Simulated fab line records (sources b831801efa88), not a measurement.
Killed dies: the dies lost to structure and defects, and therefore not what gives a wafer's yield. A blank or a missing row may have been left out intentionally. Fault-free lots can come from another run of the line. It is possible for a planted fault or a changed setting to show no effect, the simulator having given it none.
Problem report, 8D (eight disciplines) form, completed by code :: flow sky130 :: the parts of the form that need people (team, actions taken, sign-off) are left out

== 1. THE ISSUE ==
RES_XHIGH_TW at SKY_RES_XHIGH_TW_MEAS_09 reads a mean of 30 on 6 wafers of 2 lots; wafers without a fault read 1639 with a standard deviation of 13. So: -99 or more standard deviations from the usual mean.
First observed at day 30 06:11: wafer L911.1, on film_metro-02. The record has a number at this step for 39 wafers belonging to 13 lots. Rule for "out" (also "out of limits"): further than 4 standard deviations from the usual mean. The rest of the wafers with a number are treated as sound.

== 2. WHAT IT IS, WHAT IT ISN'T ==
question: which readings at this step
is: RES_XHIGH_TW
is not: -

question: which lots
is: L911, L912
is not: L900, L902, L903, L904, L908, L915, L917, L920, L921, L922, L923

question: which wafers of those lots
is: all that have a number
is not: -

question: read on which gauges
is: film_metro-02, film_metro-04
is not: film_metro-03

question: when
is: from day 30 06:11
is not: up to then (15 sound wafers); but 18 sound wafers of L915, L917, L920, L921, L922, L923 came after

== 3. WHAT RULES OUT EACH SUSPECT ==
Counting: a tool at any process step up to the reading remains a suspect when it ran all the lots that are out and ran no sound lot after the first of those.
- the gauge at SKY_RES_XHIGH_TW_MEAS_09: ruled out. The wafers that are out were read on 2 gauges (film_metro-02, film_metro-04).
- litho_track-02 at SKY_RES_XHIGH_DEVELOP_06 (develop time 60 s): ruled out as a lasting fault. Sound lots L920, L923, L922 ran on it after its first lot that is out, L911 (day 30 05:47).
Left after counting: nothing in the record.

== 4. THE CAUSE (what the simulator had put in) ==
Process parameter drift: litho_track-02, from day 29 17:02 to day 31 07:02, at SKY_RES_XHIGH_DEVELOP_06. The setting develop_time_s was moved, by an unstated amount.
Counting ruled it out, wrongly: the rule takes a fault to strike every lot that its tool runs from its start on, and this one did not.

== 5. THE EFFECT CHAIN, in route order ==
Each row: a reading where the mean over the struck wafers with a number is more than 3 standard deviations away from the usual. Readings are gone through only where the record gives a usual standard deviation; hours: the median, over the lots, of the time from a lot's start at the first step in this table giving one to that lot's start at this step; sigmas: the change measured in usual standard deviations.
hours: 0
step: SKY_RES_XHIGH_TW_MEAS_09
reading: RES_XHIGH_TW
usual: 1639
on struck wafers: 30
change: -1609
sigmas: -99 or more

hours: 430
step: SKY_PAD_OPEN_PROBE_99
reading: killed_at_other
usual: 0.3
on struck wafers: 400.0
change: +399.7
sigmas: +99 or more

hours: 430
step: SKY_PAD_OPEN_PROBE_99
reading: killed_dies
usual: 87
on struck wafers: 492
change: +405
sigmas: +40

hours: 430
step: SKY_PAD_OPEN_PROBE_99
reading: killed_on_rim
usual: 17
on struck wafers: 96
change: +79
sigmas: +23
Its process steps:
- SKY_PAD_OPEN_PROBE_99

== 6. WHAT WOULD HAVE CAUGHT IT SOONER ==
The first out-of-limits reading at a measuring or inspecting step in this record came at day 30 06:11, 13 hours after the fault's start at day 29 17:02.
